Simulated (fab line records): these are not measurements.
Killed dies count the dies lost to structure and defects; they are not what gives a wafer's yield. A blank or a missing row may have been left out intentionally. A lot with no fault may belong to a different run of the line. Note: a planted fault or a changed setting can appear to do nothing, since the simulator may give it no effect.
fab line records	flow gf180mcu
record: lots: 5	wafers: 23
route steps=602 shown STI@8 LVPWELL@56 MVSD@68 MVPSD@86 VT_IMPLANT@109 POLY_GATE@162 HV_LDD@178
start-h: the number of hours between the record's first day and the start of the first shown wafer of the lot	wait-h: hours from the lot's prior step to this one	" same as the row above	L1.1+2: a single row standing in for several wafers	- either no value or no given start	* or withheld: withheld	< > ~ a bound
route shown NAME@n: names a module that has steps shown in the file, with the first one's number in the route	usual: mean/standard deviation of fault-free wafers	same: alike in all rows	chamber/n: place in a boat	sites: the reading at each site	_std_site: the standard deviation of these	_edge_site: inner sites' mean taken away from outer sites' mean	radius-mm: for every site, how far away it sits from the centre of the wafer	mask NAME#n: copy n	behind: the most recent tool/chamber to have shaped the wafer	hold: reason for holding the lot/hours on hold/outcome of the hold	device: the transistor (n, p or np) that didn't switch	end of line: the same wafers' tests at the end of the route	a step given without rows: its recipe and nothing more	killed: dies lost to structure and defects at the first sort, not the wafer's yield	map: a wafer's dies, x killed, . not, _ none there
set.NAME: the setting the step ran with; set.NAME@STEP: the setting that earlier step ran with	model.NAME: the simulator's own value behind a step, which no gauge read
lots whose settings were changed on purpose; a table a step, a row a wafer
== steps ==
step: GF_STI_COAT_07
recipe: resist: KrF	spin-rpm: withheld	resist-thk-nm: 700
lot.wafer	tool	chamber	start-h	wait-h	set.resist-thk-nm	model.KrF_of_STI_COAT_07.thk-nm
L076.1	litho-track-03	0	30.91	0.1	700	706.7
L076.2	"	0	"	"	700	706.2
L076.3	"	0	"	"	700	704.7
L076.4	"	0	"	"	700	704.1
L076.5	"	0	"	"	700	704.8
L079.2	litho-track-04	0	45.90	0.1	700	702.3
L079.3	"	0	"	"	700	701.4
L079.6	"	0	"	"	700	699.8
L083.2	litho-track-04	0	66.15	0.1	717.2	717
L083.3	"	0	"	"	700	700.4
L083.4	"	0	"	"	717.2	717.9
L083.5	"	0	"	"	700	700.1
L083.6	"	0	"	"	717.2	718.3
L084.1	litho-track-01	0	73.83	0.1	700	703.5
L084.2+6	"	0	"	"	682	685.5
L084.3	"	0	"	"	700	702.9
L084.5	"	0	"	"	682	685
L085.1	litho-track-03	0	78.46	0.1	700	701
L085.2	"	0	"	"	736.6	737.5
L085.3	"	0	"	"	700	703.8
L085.4	"	0	"	"	736.6	736.2
L085.5	"	0	"	"	700	700.4
step: GF_STI_SOFTBAKE_08
recipe: temp-c: 130	time-s: 60	resist: KrF
lot.wafer	tool	chamber	start-h	wait-h	set.temp-c
L076.1+3+4	litho-track-03	0	31.06	0.1	130
L076.2+5	"	0	"	"	128.9
L079.2+3+6	litho-track-04	0	46.05	0.1	130
L083.2+3+6	litho-track-04	0	66.30	0.1	130
L083.4+5	"	0	"	"	126.7
L084.1+2+3	litho-track-01	0	73.98	0.1	131.5
L084.5+6	"	0	"	"	130
L085.1+3+4	litho-track-03	0	78.61	0.1	132.5
L085.2+5	"	0	"	"	130
step: GF_STI_EXPOSE_09
recipe: mask-id: COMP	target-cd-nm: 220	na: 0.68	source-shape: conventional	sigma-outer: 0.6	dose-mj: 28
step: GF_STI_PEB_10
recipe: peb-temp-c: 135	peb-time-s: 90	resist: KrF
step: GF_STI_ETCH_13
recipe: chemistry: CHF3/O2	stop-on: Si	over-etch-frac: 0.3	target-depth-a: 2823.1	source-w: 623.2	bias-w: 200	pressure-mtorr: 40	chf3-flow-sccm: 50	O2_flow_sccm: 5	time-s: 112.9
step: GF_STI_ETCH_14
recipe: target: Si	chemistry: HBr/Cl2/O2	target-depth-nm: 360	icp-w: 600	bias-w: 150	pressure-mtorr: 15	HBr_flow_sccm: 150	Cl2_flow_sccm: 40	O2_flow_sccm: 6	time-s: 102.9
step: GF_STI_STRIP_15
recipe: chemistry: O2/N2	power-w: 1400	pressure-mtorr: 1500	platen-temp-c: 250	o2-flow-sccm: 3000	n2-flow-sccm: 300	overash-fraction: 0.5
usual: strip-time-to-endpoint-s: 3.70/0.05
lot.wafer	tool	chamber	start-h	wait-h	set.resist-thk-nm@STI_COAT_07	strip-time-to-endpoint-s
L076.1	plasma-asher-03	0	37.30	0.0	700	3.82
L076.2	"	1	"	"	700	3.76
L076.3	"	0	"	"	700	3.65
L076.4	"	1	"	"	700	3.71
L076.5	"	1	"	"	700	3.65
L079.2	plasma-asher-01	0	51.98	0.0	700	3.61
L079.3	"	0	"	"	700	3.72
L079.6	"	0	"	"	700	3.62
L083.2	plasma-asher-04	1	72.78	0.0	717.2	3.84
L083.3	"	1	"	"	700	3.68
L083.4	"	0	"	"	717.2	3.98
L083.5	"	0	"	"	700	3.72
L083.6	"	1	"	"	717.2	3.86
L084.1	plasma-asher-04	0	80.03	0.0	700	3.73
L084.2	"	1	"	"	682	3.51
L084.3	"	1	"	"	700	3.63
L084.5	"	0	"	"	682	3.55
L084.6	"	1	"	"	682	3.45
L085.1	plasma-asher-03	0	85.45	0.0	700	3.64
L085.2	"	1	"	"	736.6	4.14
L085.3	"	0	"	"	700	3.74
L085.4	"	1	"	"	736.6	4.04
L085.5	"	0	"	"	700	3.71
step: GF_LVPWELL_COAT_02
recipe: spin-rpm: 2000	resist-thk-nm: 3000
lot.wafer	tool	chamber	start-h	wait-h	set.resist-thk-nm	model.coat_of_LVPWELL_COAT_02.thk-nm
L076.1	litho-track-01	0	81.83	0.1	3000	3013
L076.2	"	0	"	"	3000	2999
L076.3+4	"	0	"	"	3000	3004
L076.5	"	0	"	"	3000	3015
L079.2	litho-track-01	0	94.90	0.1	3000	2993
L079.3	"	0	"	"	3000	3006
L079.6	"	0	"	"	3000	3001
L083.2+4	litho-track-02	0	114.37	0.1	2849	2840
L083.3	"	0	"	"	3000	2980
L083.5	"	0	"	"	3000	2988
L083.6	"	0	"	"	3000	2994
L084.1	litho-track-02	0	118.74	0.1	3000	3019
L084.2	"	0	"	"	3000	3016
L084.3	"	0	"	"	3065	3083
L084.5	"	0	"	"	3000	3009
L084.6	"	0	"	"	3065	3085
L085.1	litho-track-04	0	124.92	0.1	3097	3107
L085.2	"	0	"	"	3097	3094
L085.3	"	0	"	"	3097	3100
L085.4	"	0	"	"	3000	2999
L085.5	"	0	"	"	3000	3003
step: GF_LVPWELL_SOFTBAKE_03
recipe: temp-c: 110	time-s: withheld
step: GF_LVPWELL_EXPOSE_04
recipe: mask-id: LVPWELL	target-cd-nm: 600	na: 0.6	source-shape: conventional	sigma-outer: 0.6	dose-mj: 260
step: GF_LVPWELL_IMPLANT_08
recipe: species: B	energy-kev: 170	dose-cm2: 1.5e+13	tilt-deg: 0
step: GF_LVPWELL_IMPLANT_09
recipe: species: B	energy-kev: 60	dose-cm2: 5e+12	tilt-deg: 0
step: GF_LVPWELL_STRIP_10
recipe: chemistry: O2/N2	power-w: 1400	pressure-mtorr: 1500	platen-temp-c: 250	o2-flow-sccm: 3000	n2-flow-sccm: 300	overash-fraction: 0.5
usual: strip-time-to-endpoint-s: 36.98/0.15
lot.wafer	tool	chamber	start-h	wait-h	set.resist-thk-nm@LVPWELL_COAT_02	strip-time-to-endpoint-s
L076.1	plasma-asher-01	0	89.06	0.1	3000	37.11
L076.2	"	1	"	"	3000	36.94
L076.3	"	0	"	"	3000	36.99
L076.4	"	1	"	"	3000	37.00
L076.5	"	0	"	"	3000	37.14
L079.2	plasma-asher-02	0	102.43	0.1	3000	36.86
L079.3	"	1	"	"	3000	37.02
L079.6	"	0	"	"	3000	36.98
L083.2	plasma-asher-02	1	121.61	0.1	2849	35.14
L083.3	"	0	"	"	3000	36.71
L083.4	"	1	"	"	2849	35.13
L083.5	"	0	"	"	3000	36.81
L083.6	"	1	"	"	3000	36.88
L084.1	plasma-asher-02	0	126.46	0.1	3000	37.18
L084.2	"	1	"	"	3000	37.14
L084.3	"	0	"	"	3065	37.89
L084.5	"	0	"	"	3000	37.06
L084.6	"	1	"	"	3065	37.93
L085.1	plasma-asher-02	1	133.18	0.1	3097	38.18
L085.2	"	0	"	"	3097	38.02
L085.3	"	0	"	"	3097	38.09
L085.4	"	1	"	"	3000	36.93
L085.5	"	0	"	"	3000	36.98
step: GF_MVSD_COAT_02
recipe: spin-rpm: 2000	resist-thk-nm: 3000
lot.wafer	tool	chamber	start-h	wait-h	set.resist-thk-nm	model.coat_of_MVSD_COAT_02.thk-nm
L076.1	litho-track-01	0	95.83	0.1	2865	2868
L076.2	"	0	"	"	3000	3016
L076.3	"	0	"	"	2865	2871
L076.4	"	0	"	"	3000	3012
L076.5	"	0	"	"	2865	2877
L079.2	litho-track-01	0	109.10	0.1	3000	3014
L079.3	"	0	"	"	3000	3001
L079.6	"	0	"	"	3000	3016
L083.2	litho-track-03	0	129.33	0.1	3000	2993
L083.3	"	0	"	"	3090	3088
L083.4	"	0	"	"	3000	2986
L083.5	"	0	"	"	3000	2989
L083.6	"	0	"	"	3090	3082
L084.1	litho-track-03	0	133.41	0.1	3078	3059
L084.2	"	0	"	"	3078	3061
L084.3	"	0	"	"	3000	2978
L084.5	"	0	"	"	3000	2986
L084.6	"	0	"	"	3000	2984
L085.1+2	litho-track-01	0	140.82	0.1	3000	3012
L085.3	"	0	"	"	3117	3126
L085.4	"	0	"	"	3117	3125
L085.5	"	0	"	"	3000	2989
step: GF_MVSD_IMPLANT_08
recipe: species: P	energy-kev: 400	dose-cm2: 1.6e+13	tilt-deg: 0
lot.wafer	tool	chamber	start-h	wait-h	set.dose-cm2
L076.1+4+5	implanter-03	0	102.91	0.0	1.6e+13
L076.2+3	"	0	"	"	1.382e+13
L079.2+3+6	implanter-04	0	116.44	0.0	1.6e+13
L083.2+3+5	implanter-01	0	136.93	0.0	1.328e+13
L083.4+6	"	0	"	"	1.6e+13
L084.1+2+3+5+6	implanter-04	0	141.49	0.0	1.6e+13
L085.1+3+4	implanter-04	0	149.09	0.0	1.392e+13
L085.2+5	"	0	"	"	1.6e+13
step: GF_MVSD_IMPLANT_09
recipe: species: P	energy-kev: 100	dose-cm2: 5e+12	tilt-deg: 0
step: GF_MVSD_STRIP_10
recipe: chemistry: O2/N2	power-w: 1400	pressure-mtorr: 1500	platen-temp-c: 250	o2-flow-sccm: 3000	n2-flow-sccm: 300	overash-fraction: 0.5
usual: strip-time-to-endpoint-s: 36.97/0.11
lot.wafer	tool	chamber	start-h	wait-h	set.resist-thk-nm@MVSD_COAT_02	strip-time-to-endpoint-s
L076.1	plasma-asher-04	0	103.21	0.1	2865	35.41
L076.2	"	1	"	"	3000	37.12
L076.3	"	0	"	"	2865	35.47
L076.4	"	1	"	"	3000	37.09
L076.5	"	1	"	"	2865	35.54
L079.2	plasma-asher-04	1	116.71	0.1	3000	37.12
L079.3	"	0	"	"	3000	36.95
L079.6	"	0	"	"	3000	37.13
L083.2	plasma-asher-03	1	137.21	0.1	3000	36.88
L083.3	"	0	"	"	3090	37.95
L083.4	"	1	"	"	3000	36.79
L083.5	"	0	"	"	3000	36.83
L083.6	"	1	"	"	3090	37.89
L084.1	plasma-asher-01	0	141.79	0.1	3078	37.61
L084.2	"	1	"	"	3078	37.63
L084.3	"	0	"	"	3000	36.69
L084.5	"	1	"	"	3000	36.77
L084.6	"	0	"	"	3000	36.76
L085.1	plasma-asher-01	1	149.39	0.1	3000	37.10
L085.2	"	0	"	"	3000	37.10
L085.3	"	0	"	"	3117	38.40
L085.4	"	1	"	"	3117	38.39
L085.5	"	0	"	"	3000	36.81
step: GF_MVSD_TW_MEAS_11
usual: MVSD_TW: 1579/9.5
lot.wafer	tool	chamber	start-h	wait-h	set.dose-cm2@MVSD_IMPLANT_08	MVSD_TW
L076.1	film-metro-01	-	103.31	0.1	1.6e+13	1582
L076.2	"	-	"	"	1.382e+13	1522
L076.3	"	-	"	"	1.382e+13	1523
L076.4	"	-	"	"	1.6e+13	1589
L076.5	"	-	"	"	1.6e+13	1588
L079.2	film-metro-01	-	116.82	0.1	1.6e+13	1580
L079.3	"	-	"	"	1.6e+13	1584
L079.6	"	-	"	"	1.6e+13	1581
L083.2	film-metro-02	-	137.32	0.1	1.328e+13	1504
L083.3	"	-	"	"	1.328e+13	1509
L083.4	"	-	"	"	1.6e+13	1583
L083.5	"	-	"	"	1.328e+13	1505
L083.6	"	-	"	"	1.6e+13	1590
L084.1	film-metro-01	-	141.89	0.1	1.6e+13	1565
L084.2	"	-	"	"	1.6e+13	1565
L084.3	"	-	"	"	1.6e+13	1570
L084.5	"	-	"	"	1.6e+13	1570
L084.6	"	-	"	"	1.6e+13	1583
L085.1	film-metro-04	-	149.49	0.1	1.392e+13	1509
L085.2	"	-	"	"	1.6e+13	1573
L085.3	"	-	"	"	1.392e+13	1506
L085.4	"	-	"	"	1.392e+13	1514
L085.5	"	-	"	"	1.6e+13	1557
step: GF_MVPSD_IMPLANT_08
recipe: species: B	energy-kev: 170	dose-cm2: 1.5e+13	tilt-deg: 0
lot.wafer	tool	chamber	start-h	wait-h	set.dose-cm2
L076.1+2+3+4+5	implanter-01	0	117.28	0.0	1.5e+13
L079.2+3+6	implanter-01	0	131.87	0.0	1.5e+13
L083.2+3+4+5+6	implanter-03	0	153.40	0.0	1.5e+13
L084.1+5+6	implanter-02	0	157.16	0.0	1.399e+13
L084.2+3	"	0	"	"	1.5e+13
L085.1+5	implanter-02	0	165.13	0.0	1.5e+13
L085.2+3+4	"	0	"	"	1.598e+13
step: GF_VT_IMPLANT_IMPLANT_19
recipe: species: As	energy-kev: 100	dose-cm2: 4.35e+12	tilt-deg: 7
lot.wafer	tool	chamber	start-h	wait-h	set.energy-kev	model.implant.rp-nm	model.implant.drp-nm
L076.1+4	implanter-03	0	148.01	0.0	100	57.34	24.08
L076.2+3+5	"	0	"	"	96.88	55.74	23.47
L079.2+3+6	implanter-04	0	163.33	0.0	100	57.73	24.08
L083.2+3+6	implanter-04	0	186.37	0.0	100	56.79	24.08
L083.4+5	"	0	"	"	104	58.82	24.87
L084.1+3	implanter-03	0	190.48	0.0	100	59.04	24.08
L084.2+5+6	"	0	"	"	97.71	57.83	23.63
L085.1+2+3+4+5	implanter-04	0	198.09	0.0	100	59.01	24.08
step: GF_VT_IMPLANT_COAT_35
recipe: resist: NOVOLAK	spin-rpm: 3000	resist-thk-nm: 1000
lot.wafer	tool	chamber	start-h	wait-h	set.spin-rpm	model.NOVOLAK_of_VT_IMPLANT_COAT_35.thk-nm
L076.1	litho-track-02	0	171.69	0.1	2906	1019
L076.2	"	0	"	"	2906	1023
L076.3+5	"	0	"	"	3000	1004
L076.4	"	0	"	"	2906	1018
L079.2	litho-track-04	0	188.20	0.1	3000	1004
L079.3	"	0	"	"	3000	1005
L079.6	"	0	"	"	3000	1002
L083.2	litho-track-04	0	211.10	0.1	2804	1039
L083.3+5	"	0	"	"	3000	1006
L083.4	"	0	"	"	2804	1040
L083.6	"	0	"	"	3000	1003
L084.1	litho-track-03	0	216.01	0.1	3000	1002
L084.2	"	0	"	"	3000	1001
L084.3	"	0	"	"	2786	1037
L084.5	"	0	"	"	3000	1004
L084.6	"	0	"	"	2786	1040
L085.1+3	litho-track-03	0	224.21	0.1	2818	1032
L085.2	"	0	"	"	2818	1035
L085.4+5	"	0	"	"	3000	1003
step: GF_VT_IMPLANT_DEVELOP_39
recipe: develop-time-s: 60	dev-temp-c: 23
lot.wafer	tool	chamber	start-h	wait-h	set.develop-time-s
L076.1+3+5	litho-track-04	0	179.77	0.1	64.59
L076.2+4	"	0	"	"	60
L079.2+3+6	litho-track-03	0	196.98	0.1	60
L083.2+4+5	litho-track-04	0	220.65	0.1	64.69
L083.3+6	"	0	"	"	60
L084.1+2+3+5+6	litho-track-04	0	225.07	0.1	60
L085.1+2+3+4+5	litho-track-03	0	233.96	0.1	60
step: GF_VT_IMPLANT_IMPLANT_41
recipe: species: As	energy-kev: 70	dose-cm2: 1.013e+12	tilt-deg: 7
step: GF_VT_IMPLANT_STRIP_42
recipe: chemistry: O2/N2	power-w: 1400	pressure-mtorr: 1500	platen-temp-c: 250	o2-flow-sccm: 3000	n2-flow-sccm: 300	overash-fraction: 0.5
usual: strip-time-to-endpoint-s: 12.64/0.033
lot.wafer	tool	chamber	start-h	wait-h	set.spin-rpm@VT_IMPLANT_COAT_35	strip-time-to-endpoint-s
L076.1	plasma-asher-02	0	180.11	0.1	2906	12.77
L076.2	"	1	"	"	2906	12.81
L076.3	"	1	"	"	3000	12.67
L076.4	"	0	"	"	2906	12.83
L076.5	"	1	"	"	3000	12.65
L079.2	plasma-asher-01	1	197.29	0.1	3000	12.65
L079.3	"	0	"	"	3000	12.68
L079.6	"	0	"	"	3000	12.64
L083.2	plasma-asher-02	0	220.96	0.1	2804	12.99
L083.3	"	0	"	"	3000	12.68
L083.4	"	1	"	"	2804	13.04
L083.5	"	0	"	"	3000	12.68
L083.6	"	1	"	"	3000	12.64
L084.1	plasma-asher-01	1	225.41	0.1	3000	12.66
L084.2	"	0	"	"	3000	12.64
L084.3	"	0	"	"	2786	12.98
L084.5	"	1	"	"	3000	12.66
L084.6	"	0	"	"	2786	13.01
L085.1	plasma-asher-03	0	234.29	0.1	2818	12.92
L085.2	"	1	"	"	2818	12.99
L085.3	"	1	"	"	2818	12.91
L085.4	"	0	"	"	3000	12.64
L085.5	"	0	"	"	3000	12.64
step: GF_VT_IMPLANT_CLEAN_44
recipe: chemistry: SC1/SC2	mix: 1:4:20	temp-c: 70	time-s: 150	dry: n2-spin
step: GF_VT_IMPLANT_RS_MEAS_49
recipe: thk-meas-gauge: four-point-probe
usual: MVPSD_RS: 1166.8/2.9
lot.wafer	tool	chamber	start-h	wait-h	set.dose-cm2@MVPSD_IMPLANT_08	MVPSD_RS[ohm/sq]
L076.1	film-metro-04	-	180.78	0.1	1.5e+13	1162.6
L076.2	"	-	"	"	1.5e+13	1165.2
L076.3	"	-	"	"	1.5e+13	1165.7
L076.4	"	-	"	"	1.5e+13	1163.4
L076.5	"	-	"	"	1.5e+13	1162.3
L079.2	film-metro-04	-	197.98	0.1	1.5e+13	1165.1
L079.3	"	-	"	"	1.5e+13	1165.1
L079.6	"	-	"	"	1.5e+13	1167.2
L083.2	film-metro-04	-	221.65	0.1	1.5e+13	1163.5
L083.3	"	-	"	"	1.5e+13	1168.9
L083.4	"	-	"	"	1.5e+13	1169.6
L083.5	"	-	"	"	1.5e+13	1168.4
L083.6	"	-	"	"	1.5e+13	1166.3
L084.1	film-metro-02	-	226.08	0.1	1.399e+13	1208.9
L084.2	"	-	"	"	1.5e+13	1166.6
L084.3	"	-	"	"	1.5e+13	1164.9
L084.5	"	-	"	"	1.399e+13	1203.2
L084.6	"	-	"	"	1.399e+13	1206.0
L085.1	film-metro-01	-	234.96	0.1	1.5e+13	1171.1
L085.2	"	-	"	"	1.598e+13	1134.9
L085.3	"	-	"	"	1.598e+13	1138.2
L085.4	"	-	"	"	1.598e+13	1135.0
L085.5	"	-	"	"	1.5e+13	1172.0
step: GF_POLY_GATE_COAT_05
recipe: resist: KrF	spin-rpm: withheld	resist-thk-nm: 700
lot.wafer	tool	chamber	start-h	wait-h	set.resist-thk-nm	model.KrF_of_POLY_GATE_COAT_05.thk-nm
L076.1	litho-track-03	0	-	-	700	701.9
L076.2	"	0	"	"	700	704.5
L076.3	"	0	"	"	732.3	734.5
L076.4	"	0	"	"	732.3	734.1
L076.5	"	0	"	"	700	703.7
L079.2	litho-track-01	0	-	-	700	700.9
L079.3	"	0	"	"	700	701.3
L079.6	"	0	"	"	700	698
L083.2	litho-track-01	0	-	-	700	699.5
L083.3	"	0	"	"	700	698.1
L083.4	"	0	"	"	700	703
L083.5	"	0	"	"	700	702.1
L083.6	"	0	"	"	700	701.5
L084.1	litho-track-01	0	-	-	700	700
L084.2	"	0	"	"	700	702.5
L084.3	"	0	"	"	721	720.5
L084.5	"	0	"	"	721	721.1
L084.6	"	0	"	"	700	700.7
L085.1	litho-track-04	0	-	-	700	701.4
L085.2	"	0	"	"	700	703
L085.3	"	0	"	"	700	703.4
L085.4	"	0	"	"	700	703.8
L085.5	"	0	"	"	700	703.7
step: GF_HV_LDD_COAT_02
recipe: resist: NOVOLAK	spin-rpm: 3000	resist-thk-nm: 1000
lot.wafer	tool	chamber	start-h	wait-h	set.resist-thk-nm	model.NOVOLAK_of_HV_LDD_COAT_02.thk-nm
L076.1	litho-track-02	0	230.29	0.1	1017	1012
L076.2	"	0	"	"	1000	996.7
L076.3	"	0	"	"	1017	1017
L076.4	"	0	"	"	1000	997.2
L076.5	"	0	"	"	1000	997.5
L079.2	litho-track-01	0	248.90	0.1	1000	999.5
L079.3	"	0	"	"	1000	1001
L079.6	"	0	"	"	1000	998
L083.2	litho-track-01	0	284.30	0.1	967.2	967.2
L083.3	"	0	"	"	967.2	968.3
L083.4	"	0	"	"	967.2	968.7
L083.5	"	0	"	"	1000	996.4
L083.6	"	0	"	"	1000	1001
L084.1	litho-track-03	0	284.30	0.1	1000	1001
L084.2	"	0	"	"	1050	1054
L084.3	"	0	"	"	1000	1004
L084.5	"	0	"	"	1000	1002
L084.6	"	0	"	"	1050	1048
L085.1	litho-track-03	0	293.30	0.1	1000	998.7
L085.2	"	0	"	"	1000	998.1
L085.3	"	0	"	"	947.5	948.1
L085.4	"	0	"	"	947.5	946.2
L085.5	"	0	"	"	947.5	945.3
step: GF_HV_LDD_IMPLANT_09
recipe: species: As	energy-kev: 40	dose-cm2: 1e+14	tilt-deg: 7
lot.wafer	tool	chamber	start-h	wait-h	set.tilt-deg
L076.1+2+3	implanter-04	0	240.28	0.0	6.511
L076.4+5	"	0	"	"	7
L079.2+3+6	implanter-02	0	258.47	0.0	7
L083.2+3+6	implanter-04	0	293.67	0.0	7
L083.4+5	"	0	"	"	8.177
L084.1+3	implanter-01	0	293.73	0.0	6.027
L084.2+5+6	"	0	"	"	7
L085.1+3+5	implanter-04	0	303.51	0.0	5.639
L085.2+4	"	0	"	"	7
step: GF_HV_LDD_STRIP_10
recipe: chemistry: O2/N2	power-w: 1400	pressure-mtorr: 1500	platen-temp-c: 250	o2-flow-sccm: 3000	n2-flow-sccm: 300	overash-fraction: 0.5
usual: strip-time-to-endpoint-s: 12.617/0.028
lot.wafer	tool	chamber	start-h	wait-h	set.resist-thk-nm@HV_LDD_COAT_02	strip-time-to-endpoint-s
L076.1	plasma-asher-04	1	240.43	0.1	1017	12.776
L076.2	"	0	"	"	1000	12.588
L076.3	"	0	"	"	1017	12.827
L076.4	"	1	"	"	1000	12.589
L076.5	"	0	"	"	1000	12.614
L079.2	plasma-asher-03	0	258.60	0.1	1000	12.624
L079.3	"	1	"	"	1000	12.641
L079.6	"	0	"	"	1000	12.615
L083.2	plasma-asher-03	1	293.80	0.1	967.2	12.258
L083.3	"	1	"	"	967.2	12.259
L083.4	"	0	"	"	967.2	12.254
L083.5	"	0	"	"	1000	12.580
L083.6	"	1	"	"	1000	12.656
L084.1	plasma-asher-02	0	293.88	0.1	1000	12.613
L084.2	"	1	"	"	1050	13.163
L084.3	"	1	"	"	1000	12.677
L084.5	"	1	"	"	1000	12.655
L084.6	"	0	"	"	1050	13.126
L085.1	plasma-asher-04	1	303.66	0.1	1000	12.623
L085.2	"	0	"	"	1000	12.615
L085.3	"	0	"	"	947.5	12.023
L085.4	"	1	"	"	947.5	12.008
L085.5	"	0	"	"	947.5	12.003
== key ==
split: step: GF_STI_COAT_07	setting: resist-thk-nm	stated: 700	by: wafer
response: step: GF_STI_COAT_07	reading: model.KrF_of_STI_COAT_07.thk-nm	change: +6.82	per: 1%	r: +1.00
response: step: GF_STI_STRIP_15	reading: strip-time-to-endpoint-s	change: *	per: 1%	r: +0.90
split: step: GF_STI_SOFTBAKE_08	setting: temp-c	stated: 130	by: wafer
response none clear
split: step: GF_LVPWELL_COAT_02	setting: resist-thk-nm	stated: 3000	by: wafer
response: step: GF_LVPWELL_COAT_02	reading: model.coat_of_LVPWELL_COAT_02.thk-nm	change: +30	per: 1%	r: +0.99
response: step: GF_LVPWELL_STRIP_10	reading: strip-time-to-endpoint-s	change: *	per: 1%	r: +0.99
split: step: GF_MVSD_COAT_02	setting: resist-thk-nm	stated: 3000	by: wafer
response: step: GF_MVSD_COAT_02	reading: model.coat_of_MVSD_COAT_02.thk-nm	change: +31.2	per: 1%	r: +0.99
response: step: GF_MVSD_STRIP_10	reading: strip-time-to-endpoint-s	change: *	per: 1%	r: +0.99
split: step: GF_MVSD_IMPLANT_08	setting: dose-cm2	stated: 1.6e+13	by: wafer
response: step: GF_MVSD_TW_MEAS_11	reading: MVSD_TW	change: +4.6	per: 1%	r: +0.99
split: step: GF_MVPSD_IMPLANT_08	setting: dose-cm2	stated: 1.5e+13	by: wafer
response: step: GF_VT_IMPLANT_RS_MEAS_49	reading: MVPSD_RS	change: -5.72	per: 1%	r: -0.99
split: step: GF_VT_IMPLANT_IMPLANT_19	setting: energy-kev	stated: 100	by: wafer
response: step: GF_VT_IMPLANT_IMPLANT_19	reading: model.implant.rp-nm	change: +0.512	per: 1%	r: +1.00
response: step: GF_VT_IMPLANT_IMPLANT_19	reading: model.implant.drp-nm	change: +0.197	per: 1%	r: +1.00
split: step: GF_VT_IMPLANT_COAT_35	setting: spin-rpm	stated: 3000	by: wafer
response: step: GF_VT_IMPLANT_COAT_35	reading: model.NOVOLAK_of_VT_IMPLANT_COAT_35.thk-nm	change: -5.1	per: 1%	r: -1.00
response: step: GF_VT_IMPLANT_STRIP_42	reading: strip-time-to-endpoint-s	change: *	per: 1%	r: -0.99
split: step: GF_VT_IMPLANT_DEVELOP_39	setting: develop-time-s	stated: 60	by: wafer
response none clear
split: step: GF_POLY_GATE_COAT_05	setting: resist-thk-nm	stated: 700	by: wafer
response: step: GF_POLY_GATE_COAT_05	reading: model.KrF_of_POLY_GATE_COAT_05.thk-nm	change: +6.66	per: 1%	r: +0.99
split: step: GF_HV_LDD_COAT_02	setting: resist-thk-nm	stated: 1000	by: wafer
response: step: GF_HV_LDD_COAT_02	reading: model.NOVOLAK_of_HV_LDD_COAT_02.thk-nm	change: +9.73	per: 1%	r: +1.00
response: step: GF_HV_LDD_STRIP_10	reading: strip-time-to-endpoint-s	change: *	per: 1%	r: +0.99
split: step: GF_HV_LDD_IMPLANT_09	setting: tilt-deg	stated: 7	by: wafer
response none clear
